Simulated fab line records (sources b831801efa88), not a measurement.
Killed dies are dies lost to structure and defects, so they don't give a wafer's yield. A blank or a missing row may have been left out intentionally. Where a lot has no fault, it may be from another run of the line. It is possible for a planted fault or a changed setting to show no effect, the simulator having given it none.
Struck lot and sound lot, side by side | flow sky130 | 42 steps out of a route of 708
Sound: these wafers, L452.2, L452.3, L452.6. The struck wafers were L455.1, L455.4, L455.5. The cause comes at the end.
At each step with rows: each side's tool, then ch and its chambers, then its first start. Under that, the readings that differ: sound wafers | struck wafers | difference of the means | sigmas: that difference in standard deviations of wafers without a fault.
alike: same words and numbers on both sides, and readings whose means sit less than 2 such deviations apart. not compared: any withheld reading, any reading some wafer has no value for, any bound like >300 that may hide the same value, and any number with overlapping values for which the record gives no deviation.
Wherever a step has rows on one side only, a row that says differs or no value, or a row with sigmas, the two part there. When numbers do not overlap yet have no deviation, they are printed without sigmas and do not part them. A reading missing from all wafers of one side parts the sides only when that side holds two or more wafers.

first, 1 step without rows for these wafers: SKY_FIELD_ISO_ANNEAL_26 (time 1800 s).
SKY_FIELD_ISO_CMP_27: polishes, stops on Si3N4, t overpolish 16 s, target thk 457.8 nm.
  sound on cmp-02 ch 1,2,3, day 3 02:38; struck on cmp-01 ch 1,2,3, day 3 20:44
  alike: motor-current-A, overpolish-run-s, time-to-endpoint-s
then, 5 steps without rows for these wafers: SKY_FIELD_ISO_WET_ETCH_28 (etches SiO2 in dHF, target depth 23.7 nm, time 47 s); SKY_FIELD_ISO_WET_ETCH_29 (etches Si3N4 in H3PO4, target depth 160 nm, time 1825 s); SKY_FIELD_ISO_WET_ETCH_30 (etches SiO2 in dHF, target depth 25 nm, time 50 s); SKY_NWELL_CLEAN_00 (cleans in SC1/SC2, time 150 s); SKY_NWELL_OXIDATION_01 (stabilise 600 s, purge 300 s, target thk 10 nm).
SKY_NWELL_THK_MEAS_02:
  sound on film-metro-01, day 3 05:02; struck on film-metro-01, day 3 23:28
  alike: NWELL_OXIDATION_THK
then, 4 steps without rows for these wafers: SKY_DNWELL_DEHYDRATE_00 (time 60 s); SKY_DNWELL_HMDS_01 (prime time 60 s); SKY_DNWELL_COAT_02 (resist thk 3000 nm); SKY_DNWELL_SOFTBAKE_03.
SKY_DNWELL_EXPOSE_04: exposes mask DNM, target cd 3000 nm.
  sound on iline-stepper-01 ch 0, day 3 13:16; struck on iline-stepper-02 ch 0, day 4 07:21
  reading | sound             | struck            | difference | sigmas
  mask    | DNM#0 DNM#0 DNM#0 | NWM#0 NWM#0 NWM#0 | differs    |
  alike: focus-offset-nm, stage-vel-mm-s
then, 3 steps without rows for these wafers: SKY_DNWELL_PEB_05; SKY_DNWELL_DEVELOP_06 (develop time 60 s); SKY_DNWELL_IMPLANT_07.
SKY_DNWELL_STRIP_08: strips in O2/N2.
  sound on plasma-asher-03 ch 0, day 3 21:42; struck on plasma-asher-01 ch 0,1, day 4 16:25
  reading                     | sound          | struck         | difference | sigmas
  drypump-motor-current-A (A) | 5.14 5.16 5.16 | 5.59 5.84 5.85 | +0.61      | +3
  alike: oes-product-au, strip-time-to-endpoint-s
  not compared: rf-hours-counter-h
SKY_DNWELL_TW_MEAS_09:
  sound on film-metro-01, day 3 21:49; struck on film-metro-04, day 4 16:31
  reading   | sound          | struck   | difference | sigmas
  DNWELL_TW | 1136 1139 1141 | 30 30 30 | -1109      | -99 or more
then, 7 steps without rows for these wafers: SKY_PWDE_DEHYDRATE_00 (time 60 s); SKY_PWDE_HMDS_01 (prime time 60 s); SKY_PWDE_COAT_02 (resist thk 3000 nm); SKY_PWDE_SOFTBAKE_03; SKY_PWDE_EXPOSE_04 (exposes mask PWDEM, target cd 840 nm); SKY_PWDE_PEB_05; SKY_PWDE_DEVELOP_06 (develop time 60 s).
SKY_PWDE_OVL_MEAS_07:
  sound on overlay-01, day 4 14:08; struck on overlay-02, day 5 10:04
  alike: PWDE_OVL
following that, these wafers have no rows for 1 step: SKY_PWDE_IMPLANT_08.
SKY_PWDE_STRIP_09: strips in O2/N2.
  sound on plasma-asher-01 ch 0,1, day 4 14:19; struck on plasma-asher-01 ch 0,1, day 5 10:16
  alike: drypump-motor-current-A, oes-product-au, strip-time-to-endpoint-s
  not compared: rf-hours-counter-h
SKY_PWDE_TW_MEAS_10:
  sound on film-metro-04, day 4 14:26; struck on film-metro-01, day 5 10:22
  alike: PWDE_TW
then, 7 steps without rows for these wafers: SKY_NWELL_DEHYDRATE_03 (time 60 s); SKY_NWELL_HMDS_04 (prime time 60 s); SKY_NWELL_COAT_05 (resist thk 3000 nm); SKY_NWELL_SOFTBAKE_06; SKY_NWELL_EXPOSE_07 (exposes mask NWM, target cd 840 nm); SKY_NWELL_PEB_08; SKY_NWELL_DEVELOP_09 (develop time 60 s).
SKY_NWELL_OVL_MEAS_10:
  sound on overlay-01, day 5 07:46; struck on overlay-02, day 6 05:06
  alike: NWELL_00_OVL
then, 3 steps without rows for these wafers: SKY_NWELL_IMPLANT_11; SKY_NWELL_IMPLANT_12; SKY_NWELL_IMPLANT_13.
SKY_NWELL_STRIP_14: strips in O2/N2.
  sound on plasma-asher-02 ch 0,1, day 5 08:15; struck on plasma-asher-04 ch 0, day 6 05:35
  reading                     | sound          | struck         | difference | sigmas
  drypump-motor-current-A (A) | 5.62 5.62 5.49 | 6.21 6.23 6.24 | +0.65      | +2
  alike: oes-product-au, strip-time-to-endpoint-s
  not compared: rf-hours-counter-h
SKY_NWELL_TW_MEAS_15:
  sound on film-metro-01, day 5 08:22; struck on film-metro-04, day 6 05:41
  reading  | sound          | struck         | difference | sigmas
  NWELL_TW | 1845 1848 1855 | 1952 1956 1960 | +107       | +11

WHERE THEY PART
At SKY_DNWELL_EXPOSE_04 first; at SKY_NWELL_TW_MEAS_15 last (within this record only).

WHY: whatever the simulator had introduced
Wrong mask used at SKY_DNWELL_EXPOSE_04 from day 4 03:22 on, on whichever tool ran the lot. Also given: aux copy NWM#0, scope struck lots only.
